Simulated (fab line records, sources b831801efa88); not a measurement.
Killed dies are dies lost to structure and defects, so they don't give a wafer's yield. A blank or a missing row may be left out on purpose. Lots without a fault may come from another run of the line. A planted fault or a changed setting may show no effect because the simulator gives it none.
fab line records | flow gf180mcu
record lots=5 wafers=15 last_day=34
route steps=602 shown HV_LDD@210 NSD@235
lots that met no fault: from a run of the same line without faults
start_h: hours from the record's first day to the start of the lot's first wafer shown | wait_h: hours since the lot's step before | " the same as in the row above | L1.1+2: a row that stands for several wafers | - no value, or no start given | * or withheld: withheld | < > ~ a bound
route shown NAME@n: a module of which the file shows steps, and the number in the route of the first | usual: mean/standard deviation of fault-free wafers | same: alike in all rows | chamber/n: place in a boat | sites: the reading at each site | _std_site: their standard deviation | _edge_site: outer sites' mean less inner sites' | radius_mm: how far each site lies from the wafer's centre | mask NAME#n: copy n | behind: the tool/chamber that last shaped the wafer | hold: why the lot was held/for how many hours/how that ended | device: the transistor (n, p or np) that didn't switch | end of line: the same wafers' tests at the end of the route | a step without rows: its recipe alone | killed: dies lost to structure and defects at the first sort, not the wafer's yield | map: a wafer's dies, x killed, . not, _ none there
set.NAME: the setting as run; set.NAME@STEP: as run at that earlier step | model.NAME: the simulator's own value behind a step, which no gauge read
lots at some steps of the route; a table a step, a row a wafer
services: from which hour (start_h, from the record's first day; less than 0 if before it) a tool's chamber was out of use, for how many hours, and why
## steps
# step GF_HV_LDD_IMPLANT_34
# recipe species=P energy_kev=60 dose_cm2=7.5e+12 tilt_deg=30 rotation_deg=90
# columns lot.wafer tool chamber start_h wait_h
L076.2+5+6 implanter-04 0 277.04 0.1
L088.1+3+4 implanter-02 0 364.14 0.1
L089.2+3+6 implanter-01 0 370.26 0.1
L091.1+2+5 implanter-01 0 385.37 0.1
L095.1+2+3 implanter-01 0 420.89 0.1
# step GF_HV_LDD_IMPLANT_35
# recipe species=P energy_kev=60 dose_cm2=7.5e+12 tilt_deg=30 rotation_deg=180
# columns lot.wafer tool chamber start_h wait_h
L076.2+5+6 implanter-04 0 277.19 0.1
L088.1+3+4 implanter-02 0 364.29 0.1
L089.2+3+6 implanter-01 0 370.41 0.1
L091.1+2+5 implanter-01 0 385.52 0.1
L095.1+2+3 implanter-01 0 421.04 0.1
# step GF_HV_LDD_IMPLANT_36
# recipe species=P energy_kev=60 dose_cm2=7.5e+12 tilt_deg=30 rotation_deg=270
# columns lot.wafer tool chamber start_h wait_h
L076.2+5+6 implanter-04 0 277.34 0.1
L088.1+3+4 implanter-02 0 364.44 0.1
L089.2+3+6 implanter-01 0 370.56 0.1
L091.1+2+5 implanter-01 0 385.67 0.1
L095.1+2+3 implanter-01 0 421.19 0.1
# step GF_HV_LDD_STRIP_37
# recipe chemistry=O2/N2 power_w=1400 pressure_mtorr=1500 platen_temp_c=250 o2_flow_sccm=3000 n2_flow_sccm=300 overash_fraction=0.5
# usual drypump_motor_current_A=5.64/0.25 heater_power_w=323/36 oes_product_au=0.716/0.0045 strip_time_to_endpoint_s=12.63/0.039
# columns lot.wafer tool chamber start_h wait_h drypump_motor_current_A heater_power_w oes_product_au rf_hours_counter_h strip_time_to_endpoint_s
L076.2 plasma_asher-02 0 277.47 0.1 5.41 297 0.717 16 12.65
L076.5 " 0 " " 5.44 305 0.716 - 12.63
L076.6 " 1 " " 5.69 316 0.715 - 12.65
L088.1 plasma_asher-03 1 364.59 0.1 5.98 375 0.706 80 12.59
L088.3 " 1 " " 5.98 373 0.718 - 12.62
L088.4 " 0 " " 5.62 354 0.721 - 12.56
L089.2 plasma_asher-02 1 370.69 0.1 5.68 314 0.708 26 12.71
L089.3 " 1 " " 5.66 311 0.713 - 12.69
L089.6 " 0 " " 5.43 304 0.712 - 12.71
L091.1 plasma_asher-04 1 385.82 0.1 5.18 277 0.718 71 12.61
L091.2 " 0 " " 5.86 282 0.712 71 12.67
L091.5 " 0 " " 5.85 276 0.714 - 12.59
L095.1 plasma_asher-04 1 421.34 0.1 5.15 280 0.716 74 12.62
L095.2 " 0 " " 5.88 278 0.719 74 12.66
L095.3 " 1 " " 5.17 287 0.712 - 12.67
# step GF_HV_LDD_TW_MEAS_38
# usual HV_LDD_3_TW=1426/8.9
# columns lot.wafer tool chamber start_h wait_h HV_LDD_3_TW
L076.2 film_metro-01 - 277.58 0.1 1415
L076.5 " - " " 1418
L076.6 " - " " 1413
L088.1 film_metro-01 - 364.69 0.1 1431
L088.3 " - " " 1426
L088.4 " - " " 1422
L089.2 film_metro-04 - 370.80 0.1 1428
L089.3 " - " " 1430
L089.6 " - " " 1437
L091.1 film_metro-04 - 385.92 0.1 1435
L091.2 " - " " 1436
L091.5 " - " " 1435
L095.1 film_metro-01 - 421.44 0.1 1418
L095.2 " - " " 1424
L095.3 " - " " 1426
# step GF_HV_LDD_DEHYDRATE_39
# recipe temp_c=200 time_s=60
# usual resist_line_temp_C=23.01/0.11
# columns lot.wafer tool chamber start_h wait_h resist_line_temp_C
L076.2 litho_track-02 0 286.66 9.1 22.84
L076.5 " 0 " " 22.94
L076.6 " 0 " " 22.90
L088.1 litho_track-01 0 375.56 10.9 22.96
L088.3 " 0 " " 22.82
L088.4 " 0 " " 23.01
L089.2 litho_track-02 0 381.91 11.1 22.89
L089.3 " 0 " " 23.04
L089.6 " 0 " " 22.99
L091.1 litho_track-03 0 396.98 11.1 23.15
L091.2 " 0 " " 22.98
L091.5 " 0 " " 22.81
L095.1 litho_track-03 0 432.83 11.4 23.15
L095.2 " 0 " " 23.10
L095.3 " 0 " " 22.99
# step GF_HV_LDD_HMDS_40
# recipe prime_time_s=60 prime_temp_c=120
# usual resist_line_temp_C=23.02/0.13
# columns lot.wafer tool chamber start_h wait_h resist_line_temp_C
L076.2 litho_track-02 0 286.81 0.1 22.91
L076.5 " 0 " " 22.94
L076.6 " 0 " " 22.92
L088.1 litho_track-01 0 375.71 0.1 22.97
L088.3 " 0 " " 22.93
L088.4 " 0 " " 22.84
L089.2 litho_track-02 0 382.06 0.1 23.06
L089.3 " 0 " " 22.92
L089.6 " 0 " " 23.00
L091.1 litho_track-03 0 397.13 0.1 23.02
L091.2 " 0 " " 22.96
L091.5 " 0 " " 23.17
L095.1 litho_track-03 0 432.98 0.1 23.15
L095.2 " 0 " " 23.15
L095.3 " 0 " " 23.03
# step GF_HV_LDD_COAT_41
# recipe resist=NOVOLAK spin_rpm=3000 resist_thk_nm=1000
# usual resist_line_temp_C=23.01/0.11
# columns lot.wafer tool chamber start_h wait_h resist_line_temp_C
L076.2 litho_track-02 0 286.96 0.1 22.95
L076.5 " 0 " " 22.91
L076.6 " 0 " " 22.93
L088.1 litho_track-01 0 375.86 0.1 23.19
L088.3 " 0 " " 23.25
L088.4 " 0 " " 23.08
L089.2 litho_track-02 0 382.21 0.1 23.11
L089.3 " 0 " " 23.09
L089.6 " 0 " " 22.96
L091.1 litho_track-03 0 397.28 0.1 23.16
L091.2 " 0 " " 23.04
L091.5 " 0 " " 23.16
L095.1 litho_track-03 0 433.13 0.1 22.95
L095.2 " 0 " " 22.83
L095.3 " 0 " " 22.90
# step GF_HV_LDD_SOFTBAKE_42
# recipe temp_c=90 time_s=60 resist=NOVOLAK
# usual resist_line_temp_C=23.00/0.097
# columns lot.wafer tool chamber start_h wait_h resist_line_temp_C
L076.2 litho_track-02 0 287.11 0.1 23.03
L076.5 " 0 " " 22.99
L076.6 " 0 " " 23.16
L088.1 litho_track-01 0 376.01 0.1 22.80
L088.3 " 0 " " 22.95
L088.4 " 0 " " 22.96
L089.2 litho_track-02 0 382.36 0.1 23.04
L089.3 " 0 " " 23.09
L089.6 " 0 " " 23.18
L091.1 litho_track-03 0 397.43 0.1 22.88
L091.2 " 0 " " 23.01
L091.5 " 0 " " 22.80
L095.1 litho_track-03 0 433.28 0.1 23.01
L095.2 " 0 " " 22.92
L095.3 " 0 " " 23.00
# step GF_HV_LDD_EXPOSE_43
# recipe mask_id=Pplus_HV_AREA target_cd_nm=400 na=0.6 source_shape=conventional sigma_outer=0.6 dose_mj=140
# usual reticle_temp_C=22.99/0.097 stage_vel_mm_s=499.96/0.28
# columns lot.wafer tool chamber start_h wait_h mask reticle_temp_C stage_vel_mm_s
L076.2 iline_stepper-01 0 - - Pplus_HV_AREA#0 22.96 499.94
L076.5 " 0 " " Pplus_HV_AREA#0 22.91 499.99
L076.6 " 0 " " Pplus_HV_AREA#0 23.02 500.08
L088.1 iline_stepper-01 0 - - Pplus_HV_AREA#0 22.92 499.87
L088.3 " 0 " " Pplus_HV_AREA#0 22.91 500.00
L088.4 " 0 " " Pplus_HV_AREA#0 23.03 500.19
L089.2 iline_stepper-01 0 - - Pplus_HV_AREA#0 23.01 499.94
L089.3 " 0 " " Pplus_HV_AREA#0 23.02 500.13
L089.6 " 0 " " Pplus_HV_AREA#0 23.05 500.19
L091.1 iline_stepper-01 0 - - Pplus_HV_AREA#0 23.05 499.87
L091.2 " 0 " " Pplus_HV_AREA#0 22.96 499.67
L091.5 " 0 " " Pplus_HV_AREA#0 23.07 499.58
L095.1 iline_stepper-01 0 - - Pplus_HV_AREA#0 23.13 500.37
L095.2 " 0 " " Pplus_HV_AREA#0 23.07 500.48
L095.3 " 0 " " Pplus_HV_AREA#0 23.03 500.03
# step GF_HV_LDD_PEB_44
# recipe temp_c=withheld time_s=* resist=NOVOLAK
# usual resist_line_temp_C=*
# columns lot.wafer tool chamber start_h wait_h resist_line_temp_C
L076.2 litho_track-03 0 - - *
L076.5 " 0 " " *
L076.6 " 0 " " *
L088.1 litho_track-03 0 - - *
L088.3 " 0 " " *
L088.4 " 0 " " *
L089.2 litho_track-01 0 - - *
L089.3 " 0 " " *
L089.6 " 0 " " *
L091.1 litho_track-01 0 - - *
L091.2 " 0 " " *
L091.5 " 0 " " *
L095.1 litho_track-03 0 - - *
L095.2 " 0 " " *
L095.3 " 0 " " *
# step GF_HV_LDD_DEVELOP_45
# recipe develop_time_s=60 dev_temp_c=23
# usual resist_line_temp_C=23.01/0.11
# columns lot.wafer tool chamber start_h wait_h resist_line_temp_C
L076.2 litho_track-03 0 297.01 0.1 23.06
L076.5 " 0 " " 23.01
L076.6 " 0 " " 22.95
L088.1 litho_track-03 0 387.33 0.1 23.03
L088.3 " 0 " " 22.98
L088.4 " 0 " " 22.94
L089.2 litho_track-01 0 393.84 0.1 23.02
L089.3 " 0 " " 23.03
L089.6 " 0 " " 23.05
L091.1 litho_track-01 0 409.41 0.1 22.96
L091.2 " 0 " " 22.83
L091.5 " 0 " " 22.98
L095.1 litho_track-03 0 445.13 0.1 22.94
L095.2 " 0 " " 23.08
L095.3 " 0 " " 22.96
# step GF_HV_LDD_CD_MEAS_46
# recipe target_cd_nm=400
# usual cd_nm=399.6/2.3
# columns lot.wafer tool chamber start_h wait_h cd_nm
L076.2 cd_sem-01 - 297.25 0.2 397.5
L076.5 " - " " 397.0
L076.6 " - " " 395.7
L088.1 cd_sem-01 - 387.48 0.1 398.9
L088.3 " - " " 401.6
L088.4 " - " " 401.1
L089.2 cd_sem-02 - 393.98 0.1 396.2
L089.3 " - " " 398.4
L089.6 " - " " 397.6
L091.1 cd_sem-02 - 409.56 0.1 401.2
L091.2 " - " " 399.1
L091.5 " - " " 401.8
L095.1 cd_sem-01 - 445.28 0.1 400.6
L095.2 " - " " 401.9
L095.3 " - " " 401.3
# step GF_HV_LDD_OVL_MEAS_47
# usual HV_LDD_03_OVL=-0.7/1.4
# columns lot.wafer tool chamber start_h wait_h HV_LDD_03_OVL[nm]
L076.2 overlay-01 - 297.36 0.1 -1.1
L076.5 " - " " -0.8
L076.6 " - " " -0.9
L088.1 overlay-02 - 387.60 0.1 -2.6
L088.3 " - " " -3.5
L088.4 " - " " -3.0
L089.2 overlay-01 - 394.09 0.1 -0.6
L089.3 " - " " 1.8
L089.6 " - " " 0.6
L091.1 overlay-01 - 409.68 0.1 2.5
L091.2 " - " " 1.0
L091.5 " - " " 1.3
L095.1 overlay-01 - 445.40 0.1 -1.9
L095.2 " - " " 0.3
L095.3 " - " " -0.6
# step GF_HV_LDD_IMPLANT_48
# recipe species=B energy_kev=25 dose_cm2=3e+13 tilt_deg=7
# columns lot.wafer tool chamber start_h wait_h
L076.2+5+6 implanter-02 0 297.42 0.0
L088.1+3+4 implanter-02 0 387.64 0.0
L089.2+3+6 implanter-02 0 394.14 0.0
L091.1+2+5 implanter-02 0 409.72 0.0
L095.1+2+3 implanter-01 0 445.44 0.0
# step GF_HV_LDD_STRIP_49
# recipe chemistry=O2/N2 power_w=1400 pressure_mtorr=1500 platen_temp_c=250 o2_flow_sccm=3000 n2_flow_sccm=300 overash_fraction=0.5
# usual drypump_motor_current_A=5.63/0.28 heater_power_w=320/38 oes_product_au=0.716/0.005 strip_time_to_endpoint_s=12.64/0.035
# columns lot.wafer tool chamber start_h wait_h drypump_motor_current_A heater_power_w oes_product_au rf_hours_counter_h strip_time_to_endpoint_s
L076.2 plasma_asher-04 1 297.54 0.1 5.17 287 0.715 64 12.68
L076.5 " 1 " " 5.17 279 0.708 - 12.65
L076.6 " 0 " " 5.84 288 0.710 - 12.65
L088.1 plasma_asher-03 0 387.79 0.1 5.62 348 0.715 82 12.57
L088.3 " 0 " " 5.58 353 0.715 - 12.60
L088.4 " 1 " " 5.98 368 0.721 - 12.56
L089.2 plasma_asher-04 0 394.27 0.1 5.87 285 0.711 71 12.69
L089.3 " 0 " " 5.85 290 0.704 - 12.63
L089.6 " 0 " " 5.87 287 0.717 - 12.64
L091.1 plasma_asher-03 0 409.87 0.1 5.64 351 0.708 85 12.58
L091.2 " 1 " " 6.00 378 0.720 85 12.60
L091.5 " 0 " " 5.65 353 0.713 - 12.60
L095.1 plasma_asher-03 1 445.59 0.1 5.98 388 0.708 2 12.67
L095.2 " 0 " " 5.62 348 0.719 2 12.71
L095.3 " 1 " " 5.99 390 0.716 - 12.66
# step GF_HV_LDD_TW_MEAS_50
# usual HV_LDD_4_TW=566/3.8
# columns lot.wafer tool chamber start_h wait_h HV_LDD_4_TW
L076.2 film_metro-04 - 297.65 0.1 570
L076.5 " - " " 573
L076.6 " - " " 568
L088.1 film_metro-01 - 387.89 0.1 560
L088.3 " - " " 564
L088.4 " - " " 564
L089.2 film_metro-02 - 394.38 0.1 564
L089.3 " - " " 570
L089.6 " - " " 567
L091.1 film_metro-04 - 409.97 0.1 570
L091.2 " - " " 570
L091.5 " - " " 570
L095.1 film_metro-04 - 445.69 0.1 572
L095.2 " - " " 573
L095.3 " - " " 573
# step GF_HV_LDD_CLEAN_51
# recipe chemistry=SC1/SC2 mix=1:4:20 temp_c=70 time_s=150 dry=n2_spin
# columns lot.wafer tool chamber start_h wait_h
L076.2+5+6 wet_bench-01 2 297.70 0.0
L088.1+3+4 wet_bench-02 2 387.95 0.1
L089.2+3+6 wet_bench-01 0 394.43 0.0
L091.1+2+5 wet_bench-04 0 410.03 0.1
L095.1+2+3 wet_bench-02 2 445.75 0.1
# step GF_HV_LDD_RTA_52
# recipe temp_c=1000 time_s=10 ambient=N2
# usual wafer_temp_C_max=1003.5/0.77
# same lamp_power_pct=39
# columns lot.wafer tool chamber start_h wait_h wafer_temp_C_max
L076.2 rtp_anneal-02 0 297.77 0.0 1003.4
L076.5 " 0 " " 1003.9
L076.6 " 0 " " 1003.5
L088.1 rtp_anneal-02 0 388.00 0.0 1003.4
L088.3 " 0 " " 1003.7
L088.4 " 0 " " 1005.2
L089.2 rtp_anneal-02 0 394.49 0.0 1004.6
L089.3 " 0 " " 1003.5
L089.6 " 0 " " 1003.1
L091.1 rtp_anneal-02 0 410.08 0.0 1003.3
L091.2 " 0 " " 1003.4
L091.5 " 0 " " 1004.4
L095.1 rtp_anneal-02 0 445.80 0.0 1004.1
L095.2 " 0 " " 1002.6
L095.3 " 0 " " 1003.3
# step GF_HV_LDD_RS_MEAS_53
# recipe thk_meas_gauge=four-point-probe
# usual HV_LDD_RS=418.6/1
# columns lot.wafer tool chamber start_h wait_h HV_LDD_RS[ohm/sq]
L076.2 film_metro-04 - 297.84 0.1 418.4
L076.5 " - " " 419.2
L076.6 " - " " 418.1
L088.1 film_metro-02 - 388.07 0.1 418.0
L088.3 " - " " 417.2
L088.4 " - " " 416.2
L089.2 film_metro-04 - 394.57 0.1 417.0
L089.3 " - " " 418.1
L089.6 " - " " 418.0
L091.1 film_metro-01 - 410.14 0.1 418.7
L091.2 " - " " 418.5
L091.5 " - " " 418.2
L095.1 film_metro-01 - 445.94 0.1 421.1
L095.2 " - " " 420.4
L095.3 " - " " 420.4
# step GF_HV_LDD_CVD_54
# recipe material=SiO2 target_thk_nm=10 precursor=TEOS temp_c=680 time_s=75 pressure_mtorr=400
# usual pressure_mtorr=400.1/0.72
# columns lot.wafer tool chamber start_h wait_h pressure_mtorr
L076.2 lpcvd-02 1 297.94 0.1 400.4
L076.5 " 1 " " 398.7
L076.6 " 1 " " 398.6
L088.1 lpcvd-01 0 388.19 0.1 399.8
L088.3 " 0 " " 399.6
L088.4 " 0 " " 400.2
L089.2 lpcvd-01 0 394.67 0.1 399.2
L089.3 " 0 " " 400.1
L089.6 " 0 " " 400.4
L091.1 lpcvd-02 0 410.26 0.1 400.1
L091.2 " 0 " " 400.5
L091.5 " 0 " " 401.2
L095.1 lpcvd-02 1 446.06 0.1 399.3
L095.2 " 1 " " 401.1
L095.3 " 1 " " 400.4
# step GF_HV_LDD_THK_MEAS_55
# recipe reads=SiO2_of_HV_LDD_CVD_54
# usual HV_LDD_CVD_54_THK=9.94/0.15
# columns lot.wafer tool chamber start_h wait_h HV_LDD_CVD_54_THK[nm]
L076.2 film_metro-04 - 298.97 0.0 10.06
L076.5 " - " " 10.13
L076.6 " - " " 10.16
L088.1 film_metro-04 - 389.21 0.0 9.87
L088.3 " - " " 9.92
L088.4 " - " " 9.92
L089.2 film_metro-02 - 395.70 0.0 9.92
L089.3 " - " " 9.98
L089.6 " - " " 9.85
L091.1 film_metro-02 - 411.79 0.0 9.91
L091.2 " - " " 9.79
L091.5 " - " " 9.77
L095.1 film_metro-02 - 447.08 0.0 10.22
L095.2 " - " " 10.18
L095.3 " - " " 10.07
# step GF_HV_LDD_CVD_56
# recipe material=Si3N4 precursor=DCS/NH3 target_thk_nm=90 temp_c=770 time_s=1543 pressure_mtorr=250
# usual pressure_mtorr=250.0/0.47
# columns lot.wafer tool chamber start_h wait_h pressure_mtorr
L076.2 lpcvd-02 0 299.02 0.0 249.5
L076.5 " 0 " " 249.8
L076.6 " 0 " " 250.0
L088.1 lpcvd-01 1 389.27 0.1 250.1
L088.3 " 1 " " 249.5
L088.4 " 1 " " 250.6
L089.2 lpcvd-01 0 395.75 0.0 250.2
L089.3 " 0 " " 250.1
L089.6 " 0 " " 249.9
L091.1 lpcvd-02 1 411.85 0.1 249.8
L091.2 " 1 " " 249.9
L091.5 " 1 " " 249.5
L095.1 lpcvd-01 1 447.14 0.1 250.2
L095.2 " 1 " " 249.6
L095.3 " 1 " " 250.2
# step GF_HV_LDD_THK_MEAS_57
# recipe reads=Si3N4_of_HV_LDD_CVD_56
# usual HV_LDD_CVD_56_THK=89.9/0.78
# columns lot.wafer tool chamber start_h wait_h HV_LDD_CVD_56_THK[nm]
L076.2 film_metro-04 - 300.46 0.0 89.6
L076.5 " - " " 89.6
L076.6 " - " " 90.4
L088.1 film_metro-02 - 390.70 0.0 89.5
L088.3 " - " " 90.1
L088.4 " - " " 89.4
L089.2 film_metro-04 - 397.18 0.0 89.9
L089.3 " - " " 89.8
L089.6 " - " " 90.4
L091.1 film_metro-02 - 414.00 0.0 88.6
L091.2 " - " " 89.4
L091.5 " - " " 89.6
L095.1 film_metro-02 - 448.57 0.0 92.1
L095.2 " - " " 91.5
L095.3 " - " " 90.9
# step GF_HV_LDD_ETCHBACK_58
# recipe chemistry=CH3F/O2 target=Si3N4 stop_on=SiO2 source_w=400 bias_w=80 pressure_mtorr=25 ch3f_flow_sccm=40 O2_flow_sccm=30 time_s=100 target_depth_a=900
# usual drypump_motor_current_A=5.6/0.48 oes_product_au=0.842/0.0055 throttle_valve_pct=10.562/0.0087
# columns lot.wafer tool chamber start_h wait_h drypump_motor_current_A oes_product_au rf_hours_counter_h throttle_valve_pct
L076.2 rie_diel-02 3 300.51 0.0 5.4 0.833 31 10.571
L076.5 " 0 " " 6.5 0.841 - 10.555
L076.6 " 1 " " 5.3 0.838 - 10.575
L088.1 rie_diel-01 3 390.76 0.1 5.0 0.838 17 10.564
L088.3 " 2 " " 5.5 0.838 7 10.552
L088.4 " 1 " " 5.2 0.843 17 10.554
L089.2 rie_diel-03 2 397.23 0.0 5.2 0.850 15 10.571
L089.3 " 1 " " 6.2 0.850 100 10.559
L089.6 " 3 " " 5.4 0.848 - 10.563
L091.1 rie_diel-01 3 414.06 0.1 5.0 0.838 18 10.568
L091.2 " 0 " " 6.4 0.841 14 10.580
L091.5 " 2 " " 5.6 0.837 - 10.573
L095.1 rie_diel-02 1 448.63 0.1 5.3 0.850 5 10.565
L095.2 " 3 " " 5.3 0.844 34 10.563
L095.3 " 2 " " 5.6 0.848 45 10.559
# step GF_NSD_DEHYDRATE_00
# recipe temp_c=200 time_s=60
# usual resist_line_temp_C=23.02/0.11
# columns lot.wafer tool chamber start_h wait_h resist_line_temp_C
L076.2 litho_track-04 0 310.37 9.8 22.88
L076.5 " 0 " " 22.94
L076.6 " 0 " " 23.07
L088.1 litho_track-03 0 401.18 10.4 22.89
L088.3 " 0 " " 22.91
L088.4 " 0 " " 22.90
L089.2 litho_track-03 0 408.31 11.0 22.98
L089.3 " 0 " " 23.01
L089.6 " 0 " " 23.06
L091.1 litho_track-02 0 425.04 10.9 23.03
L091.2 " 0 " " 22.91
L091.5 " 0 " " 23.05
L095.1 litho_track-02 0 460.29 11.6 22.93
L095.2 " 0 " " 22.87
L095.3 " 0 " " 23.04
# step GF_NSD_HMDS_01
# recipe prime_time_s=60 prime_temp_c=120
# usual resist_line_temp_C=23.01/0.1
# columns lot.wafer tool chamber start_h wait_h resist_line_temp_C
L076.2 litho_track-04 0 310.52 0.1 23.08
L076.5 " 0 " " 22.86
L076.6 " 0 " " 22.95
L088.1 litho_track-03 0 401.33 0.1 22.99
L088.3 " 0 " " 22.95
L088.4 " 0 " " 23.15
L089.2 litho_track-03 0 408.46 0.1 23.12
L089.3 " 0 " " 23.11
L089.6 " 0 " " 22.92
L091.1 litho_track-02 0 425.19 0.1 23.12
L091.2 " 0 " " 23.07
L091.5 " 0 " " 22.96
L095.1 litho_track-02 0 460.44 0.1 22.93
L095.2 " 0 " " 23.10
L095.3 " 0 " " 22.95
# step GF_NSD_COAT_02
# recipe resist=NOVOLAK spin_rpm=3000 resist_thk_nm=1000
# usual resist_line_temp_C=23.01/0.098
# columns lot.wafer tool chamber start_h wait_h resist_line_temp_C
L076.2 litho_track-04 0 310.67 0.1 23.10
L076.5 " 0 " " 23.15
L076.6 " 0 " " 22.92
L088.1 litho_track-03 0 401.48 0.1 22.97
L088.3 " 0 " " 22.96
L088.4 " 0 " " 23.13
L089.2 litho_track-03 0 408.61 0.1 22.97
L089.3 " 0 " " 22.84
L089.6 " 0 " " 22.88
L091.1 litho_track-02 0 425.34 0.1 23.11
L091.2 " 0 " " 23.21
L091.5 " 0 " " 23.21
L095.1 litho_track-02 0 460.59 0.1 22.95
L095.2 " 0 " " 22.79
L095.3 " 0 " " 22.90
# step GF_NSD_SOFTBAKE_03
# recipe temp_c=90 time_s=60 resist=NOVOLAK
# usual resist_line_temp_C=23.01/0.1
# columns lot.wafer tool chamber start_h wait_h resist_line_temp_C
L076.2 litho_track-04 0 310.82 0.1 23.00
L076.5 " 0 " " 22.97
L076.6 " 0 " " 22.94
L088.1 litho_track-03 0 401.63 0.1 22.84
L088.3 " 0 " " 23.00
L088.4 " 0 " " 22.89
L089.2 litho_track-03 0 408.76 0.1 23.02
L089.3 " 0 " " 22.94
L089.6 " 0 " " 22.88
L091.1 litho_track-02 0 425.49 0.1 23.11
L091.2 " 0 " " 23.04
L091.5 " 0 " " 23.02
L095.1 litho_track-02 0 460.74 0.1 22.94
L095.2 " 0 " " 22.87
L095.3 " 0 " " 23.03
# step GF_NSD_EXPOSE_04
# recipe mask_id=Nplus target_cd_nm=400 na=0.6 source_shape=conventional sigma_outer=0.6 dose_mj=140
# usual reticle_temp_C=22.98/0.11 stage_vel_mm_s=500.00/0.25
# columns lot.wafer tool chamber start_h wait_h mask reticle_temp_C stage_vel_mm_s
L076.2 iline_stepper-01 0 - - Nplus#0 22.94 500.35
L076.5 " 0 " " Nplus#0 23.03 500.16
L076.6 " 0 " " Nplus#0 22.85 499.88
L088.1 iline_stepper-01 0 - - Nplus#0 22.81 499.98
L088.3 " 0 " " Nplus#0 22.90 499.83
L088.4 " 0 " " Nplus#0 22.87 499.92
L089.2 iline_stepper-02 0 - - Nplus#0 23.01 499.89
L089.3 " 0 " " Nplus#0 23.01 499.80
L089.6 " 0 " " Nplus#0 22.98 499.67
L091.1 iline_stepper-02 0 - - Nplus#0 22.88 500.32
L091.2 " 0 " " Nplus#0 22.97 499.73
L091.5 " 0 " " Nplus#0 23.10 500.00
L095.1 iline_stepper-01 0 - - Nplus#0 23.04 500.25
L095.2 " 0 " " Nplus#0 22.78 499.90
L095.3 " 0 " " Nplus#0 23.05 500.01
# step GF_NSD_PEB_05
# recipe temp_c=withheld time_s=* resist=NOVOLAK
# usual resist_line_temp_C=*
# columns lot.wafer tool chamber start_h wait_h resist_line_temp_C
L076.2 litho_track-04 0 - - *
L076.5 " 0 " " *
L076.6 " 0 " " *
L088.1 litho_track-02 0 - - *
L088.3 " 0 " " *
L088.4 " 0 " " *
L089.2 litho_track-03 0 - - *
L089.3 " 0 " " *
L089.6 " 0 " " *
L091.1 litho_track-03 0 - - *
L091.2 " 0 " " *
L091.5 " 0 " " *
L095.1 litho_track-03 0 - - *
L095.2 " 0 " " *
L095.3 " 0 " " *
# step GF_NSD_DEVELOP_06
# recipe develop_time_s=60 dev_temp_c=23
# usual resist_line_temp_C=23.01/0.12
# columns lot.wafer tool chamber start_h wait_h resist_line_temp_C
L076.2 litho_track-04 0 321.22 0.1 23.23
L076.5 " 0 " " 22.91
L076.6 " 0 " " 22.94
L088.1 litho_track-02 0 413.29 0.1 22.81
L088.3 " 0 " " 22.83
L088.4 " 0 " " 22.93
L089.2 litho_track-03 0 420.76 0.1 23.32
L089.3 " 0 " " 23.20
L089.6 " 0 " " 23.32
L091.1 litho_track-03 0 437.38 0.1 22.89
L091.2 " 0 " " 23.08
L091.5 " 0 " " 22.97
L095.1 litho_track-03 0 472.38 0.1 23.03
L095.2 " 0 " " 23.21
L095.3 " 0 " " 23.08
# step GF_NSD_CD_MEAS_07
# recipe target_cd_nm=400
# usual cd_nm=399.7/2.3
# columns lot.wafer tool chamber start_h wait_h cd_nm
L076.2 cd_sem-02 - 321.36 0.1 403.8
L076.5 " - " " 402.5
L076.6 " - " " 402.3
L088.1 cd_sem-02 - 413.44 0.1 398.8
L088.3 " - " " 399.0
L088.4 " - " " 399.9
L089.2 cd_sem-01 - 420.90 0.1 399.5
L089.3 " - " " 395.5
L089.6 " - " " 396.0
L091.1 cd_sem-02 - 437.53 0.1 402.7
L091.2 " - " " 404.8
L091.5 " - " " 404.2
L095.1 cd_sem-01 - 472.53 0.1 398.4
L095.2 " - " " 400.0
L095.3 " - " " 402.4
# step GF_NSD_OVL_MEAS_08
# usual NSD_OVL=0.1/1.3
# columns lot.wafer tool chamber start_h wait_h NSD_OVL[nm]
L076.2 overlay-01 - 321.47 0.1 0.3
L076.5 " - " " 2.0
L076.6 " - " " 0.6
L088.1 overlay-02 - 413.56 0.1 1.1
L088.3 " - " " 1.3
L088.4 " - " " 0.7
L089.2 overlay-02 - 421.01 0.1 0.1
L089.3 " - " " -1.2
L089.6 " - " " -0.1
L091.1 overlay-02 - 437.65 0.1 -0.5
L091.2 " - " " -0.7
L091.5 " - " " -1.3
L095.1 overlay-01 - 472.65 0.1 0.4
L095.2 " - " " 2.6
L095.3 " - " " 2.2
# step GF_NSD_IMPLANT_09
# recipe species=As energy_kev=60 dose_cm2=4e+15 tilt_deg=7
# columns lot.wafer tool chamber start_h wait_h
L076.2+5+6 implanter-03 0 321.53 0.0
L088.1+3+4 implanter-01 0 413.59 0.0
L089.2+3+6 implanter-02 0 421.06 0.0
L091.1+2+5 implanter-03 0 437.69 0.0
L095.1+2+3 implanter-01 0 472.69 0.0
# step GF_NSD_IMPLANT_10
# recipe species=P energy_kev=40 dose_cm2=5e+14 tilt_deg=7
# columns lot.wafer tool chamber start_h wait_h
L076.2+5+6 implanter-03 0 321.68 0.1
L088.1+3+4 implanter-01 0 413.74 0.1
L089.2+3+6 implanter-02 0 421.21 0.1
L091.1+2+5 implanter-03 0 437.84 0.1
L095.1+2+3 implanter-01 0 472.84 0.1
## services
# columns tool chamber start_h hours kind
implanter-03 - 255.59 60.5 pm
iline_stepper-01 - 267.93 1.7 pm
iline_stepper-02 - 271.72 4.3 pm
implanter-02 - 298.27 3.3 pm
plasma_asher-04 - 306.19 1.0 repair
implanter-02 - 308.30 2.6 repair
plasma_asher-04 - 327.51 15.7 repair
implanter-03 - 331.15 1.5 repair
lpcvd-01 - 332.95 0.7 repair
implanter-02 - 347.05 6.4 repair
lpcvd-02 - 347.84 14.6 pm
implanter-04 - 369.97 0.8 repair
implanter-03 - 376.56 5.9 pm
plasma_asher-04 - 405.06 3.4 repair
implanter-01 - 408.66 3.9 pm
plasma_asher-03 - 421.25 9.0 pm
implanter-01 - 425.96 1.3 repair
lpcvd-02 - 426.32 2.8 pm
iline_stepper-01 - 427.63 4.4 pm
implanter-02 - 427.66 1.7 repair
plasma_asher-04 - 428.34 0.7 repair
implanter-04 - 441.15 7.0 repair
implanter-02 - 444.51 177.8 pm
implanter-03 - 457.17 4.2 pm
## key
fault none
